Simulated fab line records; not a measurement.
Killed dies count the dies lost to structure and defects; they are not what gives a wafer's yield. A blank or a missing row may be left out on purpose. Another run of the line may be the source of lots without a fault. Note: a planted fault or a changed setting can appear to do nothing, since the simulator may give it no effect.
fab line records    flow gf180mcu
record: lots: 14  wafers: 42  last-day: 34
route steps=602 shown VT_IMPLANT@110 HV_LDD@211
lots with no fault: from the same line, run without faults
start-h: hours from the record's opening day to when the first of the lot's shown wafers began    wait-h: hours elapsed since this lot's preceding step    " repeats the value in the row above    L1.1+2: several wafers, shown together as one row    - no value present, or no start provided    * or withheld: withheld    < > ~ a bound
route shown NAME@n: NAME is a module with steps in the file, n the number in the route of the first one    usual: the fault-free wafers' mean and standard deviation    same: alike in all rows    chamber/n: place in a boat    sites: each site's reading    _std_site: the standard deviation of these    _edge_site: outer sites' mean less inner sites'    radius-mm: how far each site lies from the wafer's centre    mask NAME#n: copy n    behind: the most recent tool/chamber to have shaped the wafer    hold: reason for holding the lot/hours on hold/outcome of the hold    device: whichever transistor did not switch (one of n, p or np)    end of line: tests of these same wafers at the route's end    step lacking rows: just its recipe    killed: count of dies lost to structure and defects at first sort (not the wafer's yield)    map: the dies of a wafer, with x for killed, . for not killed, _ for no die there
set.NAME: the setting the step ran with; set.NAME@STEP: the setting that earlier step ran with    model.NAME: the simulator's own value behind a step, which no gauge read
steps of the route over a sample of lots; a table a step, a row a wafer
services: from which hour (start-h, from the record's first day; less than 0 if before it) a tool's chamber was out of use, for how many hours, and why
== steps ==
step: GF_VT_IMPLANT_STRIP_20
recipe: chemistry: O2/N2  power-w: 1400  pressure-mtorr: 1500  platen-temp-c: 250  o2-flow-sccm: 3000  n2-flow-sccm: 300  overash-fraction: 0.5
usual: drypump-motor-current-A: 5.7/0.36  heater-power-w: 337/25  oes-product-au: 0.717/0.005  strip-time-to-endpoint-s: 12.62/0.043
same: overash-fraction: 0.5
lot.wafer  tool             chamber  start-h  wait-h  drypump-motor-current-A  heater-power-w  oes-product-au  rf-hours-counter-h  strip-time-to-endpoint-s
L501.2     plasma-asher-01  1        132.26   0.1     6.0                      346             0.707           2                   12.61
L501.3     "                0        "        "       5.8                      307             0.725           -                   12.60
L501.6     "                0        "        "       5.8                      302             0.721           -                   12.60
L503.3     plasma-asher-04  1        145.75   0.1     5.4                      363             0.714           -                   12.63
L503.5     "                1        "        "       5.4                      361             0.713           -                   12.62
L503.6     "                0        "        "       5.3                      347             0.716           -                   12.66
L504.3     plasma-asher-04  1        152.14   0.1     5.3                      363             0.716           -                   12.70
L504.4     "                0        "        "       5.3                      342             0.713           -                   12.68
L504.6     "                0        "        "       5.3                      351             0.725           -                   12.71
L505.1     plasma-asher-04  1        157.81   0.1     5.4                      372             0.726           53                  12.66
L505.3     "                1        "        "       5.3                      373             0.713           -                   12.62
L505.6     "                1        "        "       5.4                      361             0.720           -                   12.64
L509.3     plasma-asher-01  1        184.59   0.1     6.0                      349             0.717           -                   12.62
L509.4     "                0        "        "       5.8                      302             0.709           -                   12.64
L509.5     "                1        "        "       6.0                      355             0.714           -                   12.57
L511.2     plasma-asher-01  1        196.56   0.1     6.0                      342             0.714           8                   12.66
L511.4     "                1        "        "       6.0                      361             0.717           -                   12.66
L511.6     "                0        "        "       5.8                      313             0.712           -                   12.66
L512.1     plasma-asher-01  1        201.57   0.1     6.0                      340             0.721           9                   12.59
L512.2     "                0        "        "       5.8                      299             0.714           9                   12.60
L512.4     "                1        "        "       6.0                      354             0.718           -                   12.62
L513.3     plasma-asher-03  1        207.84   0.1     5.4                      359             0.708           -                   12.58
L513.4     "                0        "        "       6.6                      303             0.709           -                   12.55
L513.6     "                0        "        "       6.6                      310             0.721           -                   12.54
L516.3     plasma-asher-01  0        227.25   0.1     5.8                      306             0.707           -                   12.59
L516.4     "                1        "        "       6.0                      356             0.714           -                   12.58
L516.6     "                0        "        "       5.8                      306             0.720           -                   12.59
L518.1     plasma-asher-01  0        238.92   0.1     5.8                      298             0.720           13                  12.69
L518.2     "                1        "        "       6.0                      354             0.714           13                  12.65
L518.4     "                1        "        "       6.0                      346             0.715           -                   12.67
L520.1     plasma-asher-01  0        255.51   0.1     5.8                      306             0.718           15                  12.62
L520.3     "                1        "        "       6.0                      349             0.711           -                   12.70
L520.6     "                0        "        "       5.8                      305             0.724           -                   12.68
L521.1     plasma-asher-04  0        260.07   0.1     5.3                      334             0.720           64                  12.61
L521.2     "                1        "        "       5.3                      360             0.717           64                  12.60
L521.3     "                0        "        "       5.4                      345             0.725           -                   12.60
L522.3     plasma-asher-04  1        265.64   0.1     5.3                      370             0.722           -                   12.57
L522.5     "                0        "        "       5.3                      353             0.715           -                   12.58
L522.6     "                1        "        "       5.3                      375             0.708           -                   12.58
L523.1     plasma-asher-04  0        277.56   0.1     5.3                      357             0.714           66                  12.65
L523.2     "                1        "        "       5.3                      364             0.728           66                  12.71
L523.4     "                0        "        "       5.3                      347             0.720           -                   12.71
step: GF_HV_LDD_IMPLANT_35
recipe: species: P  energy-kev: 60  dose-cm2: 7.5e+12  tilt-deg: 30  rotation-deg: 180
usual: tilt-deg: 29.996/0.019
lot.wafer  tool          chamber  start-h  wait-h  tilt-deg
L501.2     implanter-03  0        261.06   0.1     29.987
L501.3     "             0        "        "       29.985
L501.6     "             0        "        "       29.980
L503.3     implanter-03  0        278.18   0.1     30.012
L503.5     "             0        "        "       30.013
L503.6     "             0        "        "       30.022
L504.3     implanter-03  0        286.63   0.1     29.989
L504.4     "             0        "        "       30.006
L504.6     "             0        "        "       29.921
L505.1     implanter-03  0        294.13   0.1     30.001
L505.3     "             0        "        "       29.984
L505.6     "             0        "        "       29.989
L509.3     implanter-04  0        324.64   0.1     29.997
L509.4     "             0        "        "       29.990
L509.5     "             0        "        "       30.000
L511.2     implanter-01  0        343.40   0.1     30.005
L511.4     "             0        "        "       30.005
L511.6     "             0        "        "       30.033
L512.1     implanter-04  0        346.79   0.1     29.988
L512.2     "             0        "        "       30.026
L512.4     "             0        "        "       30.000
L513.3     implanter-04  0        354.28   0.1     29.993
L513.4     "             0        "        "       29.992
L513.6     "             0        "        "       29.971
L516.3     implanter-03  0        375.84   0.1     30.018
L516.4     "             0        "        "       29.988
L516.6     "             0        "        "       29.994
L518.1     implanter-03  0        390.53   0.1     0.011
L518.2     "             0        "        "       -0.012
L518.4     "             0        "        "       0.014
L520.1     implanter-03  0        412.04   0.1     -0.008
L520.3     "             0        "        "       0.020
L520.6     "             0        "        "       -0.016
L521.1     implanter-04  0        419.03   0.1     30.004
L521.2     "             0        "        "       29.976
L521.3     "             0        "        "       29.975
L522.3     implanter-04  0        422.88   0.1     29.949
L522.5     "             0        "        "       29.923
L522.6     "             0        "        "       29.960
L523.1     implanter-01  0        440.22   0.1     29.985
L523.2     "             0        "        "       30.002
L523.4     "             0        "        "       29.992
step: GF_HV_LDD_STRIP_37
recipe: chemistry: O2/N2  power-w: 1400  pressure-mtorr: 1500  platen-temp-c: 250  o2-flow-sccm: 3000  n2-flow-sccm: 300  overash-fraction: 0.5
usual: drypump-motor-current-A: 5.5/0.5  heater-power-w: 336/25  oes-product-au: 0.716/0.0048  strip-time-to-endpoint-s: 12.63/0.031
same: overash-fraction: 0.5
lot.wafer  tool             chamber  start-h  wait-h  drypump-motor-current-A  heater-power-w  oes-product-au  rf-hours-counter-h  strip-time-to-endpoint-s
L501.2     plasma-asher-03  1        261.33   0.1     5.4                      367             0.717           63                  12.68
L501.3     "                1        "        "       5.4                      364             0.708           -                   12.64
L501.6     "                0        "        "       6.6                      308             0.710           -                   12.67
L503.3     plasma-asher-02  0        278.46   0.1     5.2                      336             0.719           -                   12.60
L503.5     "                1        "        "       5.2                      314             0.710           -                   12.62
L503.6     "                0        "        "       5.2                      348             0.708           -                   12.63
L504.3     plasma-asher-04  0        286.91   0.1     5.3                      344             0.717           -                   12.64
L504.4     "                1        "        "       5.4                      372             0.710           -                   12.62
L504.6     "                1        "        "       5.4                      367             0.729           -                   12.64
L505.1     plasma-asher-02  0        294.43   0.1     5.2                      347             0.724           48                  12.61
L505.3     "                0        "        "       5.2                      338             0.710           -                   12.61
L505.6     "                0        "        "       5.2                      337             0.709           -                   12.63
L509.3     plasma-asher-03  0        324.92   0.1     6.6                      305             0.714           -                   12.59
L509.4     "                1        "        "       5.4                      354             0.712           -                   12.61
L509.5     "                1        "        "       5.4                      360             0.712           -                   12.65
L511.2     plasma-asher-04  0        343.68   0.1     5.3                      356             0.716           74                  12.63
L511.4     "                0        "        "       5.3                      340             0.723           -                   12.62
L511.6     "                0        "        "       5.4                      349             0.710           -                   12.65
L512.1     plasma-asher-04  1        347.09   0.1     5.4                      365             0.725           74                  12.63
L512.2     "                0        "        "       5.3                      349             0.719           74                  12.63
L512.4     "                0        "        "       5.3                      343             0.724           -                   12.59
L513.3     plasma-asher-02  0        354.56   0.1     5.2                      339             0.727           -                   12.63
L513.4     "                1        "        "       5.2                      307             0.718           -                   12.61
L513.6     "                1        "        "       5.2                      303             0.715           -                   12.59
L516.3     plasma-asher-02  0        376.12   0.1     5.2                      338             0.713           -                   12.58
L516.4     "                1        "        "       5.2                      310             0.714           -                   12.63
L516.6     "                1        "        "       5.2                      311             0.724           -                   12.60
L518.1     plasma-asher-03  0        390.83   0.1     6.6                      298             0.717           77                  12.67
L518.2     "                1        "        "       5.3                      362             0.722           77                  12.70
L518.4     "                1        "        "       5.4                      353             0.727           -                   12.70
L520.1     plasma-asher-02  0        412.34   0.1     5.2                      334             0.712           59                  12.63
L520.3     "                0        "        "       5.2                      332             0.718           -                   12.65
L520.6     "                0        "        "       5.2                      334             0.716           -                   12.66
L521.1     plasma-asher-03  1        419.33   0.1     5.3                      363             0.712           80                  12.62
L521.2     "                0        "        "       6.6                      299             0.715           80                  12.63
L521.3     "                1        "        "       5.3                      356             0.719           -                   12.58
L522.3     plasma-asher-02  1        423.16   0.1     5.2                      300             0.717           -                   12.63
L522.5     "                1        "        "       5.2                      308             0.718           -                   12.62
L522.6     "                0        "        "       5.2                      327             0.719           -                   12.63
L523.1     plasma-asher-04  1        440.52   0.1     5.3                      387             0.722           1                   12.62
L523.2     "                0        "        "       5.3                      325             0.710           1                   12.64
L523.4     "                0        "        "       5.3                      329             0.711           -                   12.65
step: GF_HV_LDD_TW_MEAS_38
usual: HV_LDD_3_TW: 1440/9.2
lot.wafer  tool           chamber  start-h  wait-h  HV_LDD_3_TW
L501.2     film-metro-01  -        261.44   0.1     1435
L501.3     "              -        "        "       1427
L501.6     "              -        "        "       1426
L503.3     film-metro-02  -        278.55   0.1     1440
L503.5     "              -        "        "       1447
L503.6     "              -        "        "       1446
L504.3     film-metro-02  -        287.00   0.1     1450
L504.4     "              -        "        "       1443
L504.6     "              -        "        "       1442
L505.1     film-metro-04  -        294.53   0.1     1432
L505.3     "              -        "        "       1436
L505.6     "              -        "        "       1432
L509.3     film-metro-01  -        325.01   0.1     1428
L509.4     "              -        "        "       1428
L509.5     "              -        "        "       1428
L511.2     film-metro-04  -        343.79   0.1     1439
L511.4     "              -        "        "       1436
L511.6     "              -        "        "       1440
L512.1     film-metro-04  -        347.19   0.1     1438
L512.2     "              -        "        "       1436
L512.4     "              -        "        "       1441
L513.3     film-metro-01  -        354.65   0.1     1431
L513.4     "              -        "        "       1423
L513.6     "              -        "        "       1431
L516.3     film-metro-04  -        376.21   0.1     1445
L516.4     "              -        "        "       1440
L516.6     "              -        "        "       1437
L518.1     film-metro-02  -        390.93   0.1     1423
L518.2     "              -        "        "       1411
L518.4     "              -        "        "       1421
L520.1     film-metro-04  -        412.44   0.1     1411
L520.3     "              -        "        "       1412
L520.6     "              -        "        "       1408
L521.1     film-metro-04  -        419.43   0.1     1445
L521.2     "              -        "        "       1449
L521.3     "              -        "        "       1448
L522.3     film-metro-02  -        423.25   0.1     1437
L522.5     "              -        "        "       1443
L522.6     "              -        "        "       1445
L523.1     film-metro-02  -        440.62   0.1     1452
L523.2     "              -        "        "       1443
L523.4     "              -        "        "       1447
step: GF_HV_LDD_CD_MEAS_46
recipe: target-cd-nm: 400
usual: cd-nm: 400.3/2.4
lot.wafer  tool       chamber  start-h  wait-h  cd-nm
L501.2     cd-sem-01  -        280.10   0.1     402.8
L501.3     "          -        "        "       403.3
L501.6     "          -        "        "       402.7
L503.3     cd-sem-02  -        298.02   0.1     399.2
L503.5     "          -        "        "       401.3
L503.6     "          -        "        "       400.9
L504.3     cd-sem-01  -        306.67   0.1     399.7
L504.4     "          -        "        "       399.5
L504.6     "          -        "        "       398.8
L505.1     cd-sem-02  -        314.38   0.1     399.3
L505.3     "          -        "        "       401.5
L505.6     "          -        "        "       399.7
L509.3     cd-sem-02  -        346.27   0.1     395.9
L509.4     "          -        "        "       398.2
L509.5     "          -        "        "       396.6
L511.2     cd-sem-01  -        365.34   0.1     400.2
L511.4     "          -        "        "       398.3
L511.6     "          -        "        "       401.2
L512.1     cd-sem-02  -        369.42   0.1     400.5
L512.2     "          -        "        "       399.4
L512.4     "          -        "        "       401.4
L513.3     cd-sem-01  -        376.42   0.1     401.1
L513.4     "          -        "        "       400.2
L513.6     "          -        "        "       402.3
L516.3     cd-sem-01  -        399.27   0.1     399.6
L516.4     "          -        "        "       401.8
L516.6     "          -        "        "       401.2
L518.1     cd-sem-01  -        414.62   0.1     401.0
L518.2     "          -        "        "       400.6
L518.4     "          -        "        "       402.7
L520.1     cd-sem-02  -        435.92   0.1     400.0
L520.3     "          -        "        "       399.4
L520.6     "          -        "        "       399.9
L521.1     cd-sem-01  -        443.98   0.1     396.4
L521.2     "          -        "        "       397.9
L521.3     "          -        "        "       397.4
L522.3     cd-sem-02  -        447.56   0.1     396.5
L522.5     "          -        "        "       395.8
L522.6     "          -        "        "       397.6
L523.1     cd-sem-01  -        464.52   0.1     402.9
L523.2     "          -        "        "       405.4
L523.4     "          -        "        "       403.7
step: GF_HV_LDD_RS_MEAS_53
recipe: thk-meas-gauge: four-point-probe
usual: HV_LDD_RS: 418.4/0.86
lot.wafer  tool           chamber  start-h  wait-h  HV_LDD_RS[ohm/sq]
L501.2     film-metro-02  -        280.68   0.1     419.2
L501.3     "              -        "        "       419.3
L501.6     "              -        "        "       419.0
L503.3     film-metro-02  -        298.60   0.1     418.0
L503.5     "              -        "        "       417.8
L503.6     "              -        "        "       418.3
L504.3     film-metro-02  -        307.26   0.1     418.5
L504.4     "              -        "        "       417.9
L504.6     "              -        "        "       419.0
L505.1     film-metro-04  -        314.97   0.1     418.6
L505.3     "              -        "        "       419.5
L505.6     "              -        "        "       418.7
L509.3     film-metro-02  -        346.85   0.1     419.5
L509.4     "              -        "        "       418.2
L509.5     "              -        "        "       419.3
L511.2     film-metro-04  -        365.92   0.1     418.7
L511.4     "              -        "        "       418.6
L511.6     "              -        "        "       419.1
L512.1     film-metro-01  -        370.07   0.1     418.6
L512.2     "              -        "        "       417.4
L512.4     "              -        "        "       418.8
L513.3     film-metro-01  -        377.01   0.1     417.6
L513.4     "              -        "        "       417.1
L513.6     "              -        "        "       417.1
L516.3     film-metro-04  -        399.85   0.1     418.3
L516.4     "              -        "        "       418.2
L516.6     "              -        "        "       418.7
L518.1     film-metro-02  -        415.20   0.1     375.2
L518.2     "              -        "        "       374.6
L518.4     "              -        "        "       373.2
L520.1     film-metro-04  -        436.51   0.1     375.1
L520.3     "              -        "        "       374.5
L520.6     "              -        "        "       374.9
L521.1     film-metro-04  -        444.56   0.1     419.2
L521.2     "              -        "        "       418.6
L521.3     "              -        "        "       418.3
L522.3     film-metro-02  -        448.15   0.1     418.6
L522.5     "              -        "        "       419.5
L522.6     "              -        "        "       418.8
L523.1     film-metro-04  -        465.10   0.1     417.9
L523.2     "              -        "        "       418.6
L523.4     "              -        "        "       418.8
== services ==
tool             chamber  start-h  hours  kind
plasma-asher-01  -        108.75   9.0    pm
implanter-01     -        114.75   4.2    repair
plasma-asher-02  -        135.56   7.0    repair
plasma-asher-03  -        202.40   1.5    repair
plasma-asher-02  -        208.53   2.8    pm
implanter-04     -        210.17   1.8    repair
plasma-asher-04  -        215.03   1.8    repair
plasma-asher-04  -        216.84   2.8    pm
implanter-03     -        226.15   8.5    repair
plasma-asher-03  -        229.30   9.2    repair
implanter-04     -        247.15   6.3    repair
implanter-03     -        255.84   2.9    repair
implanter-03     -        266.04   1.8    repair
implanter-04     -        279.37   15.0   pm
plasma-asher-01  -        279.73   0.6    repair
implanter-01     -        288.97   1.2    repair
implanter-04     -        317.06   0.6    repair
plasma-asher-02  -        332.62   8.7    repair
implanter-04     -        340.01   4.4    pm
plasma-asher-01  -        340.70   3.0    repair
implanter-03     -        350.81   3.8    pm
implanter-04     -        404.15   3.2    repair
plasma-asher-04  -        421.25   9.0    pm
plasma-asher-01  -        435.01   2.7    repair
== key ==
first-sign: step: GF_HV_LDD_IMPLANT_35  reading: tilt-deg  direction: down  sigmas: 99+  usual: 29.996  struck: 0.001
effect: step: GF_HV_LDD_TW_MEAS_38  reading: HV_LDD_3_TW  direction: down  sigmas: 2.8  usual: 1440  struck: 1414
effect: step: GF_HV_LDD_RS_MEAS_53  reading: HV_LDD_RS  direction: down  sigmas: 51  usual: 418.4  struck: 374.6
met-at GF_HV_LDD_IMPLANT_35
struck-lots L518,L520
rows-end L518.1,L518.2,L518.4,L520.1,L520.3,L520.6
not-acting-at GF_VT_IMPLANT_STRIP_20,GF_HV_LDD_STRIP_37,GF_HV_LDD_CD_MEAS_46
onset-between 375.84 390.53
fault: kind: process-parameter-drift  tool: implanter-03  chamber: -  onset-h: 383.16  steps: GF_HV_LDD_IMPLANT_35  channel: tilt-deg  offset: -30  shape: step  end-h: 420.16  acts-in: these-recipes-only  stated: 30
rows-end: these wafers met a further fault down the route, and their rows from its step on are left out
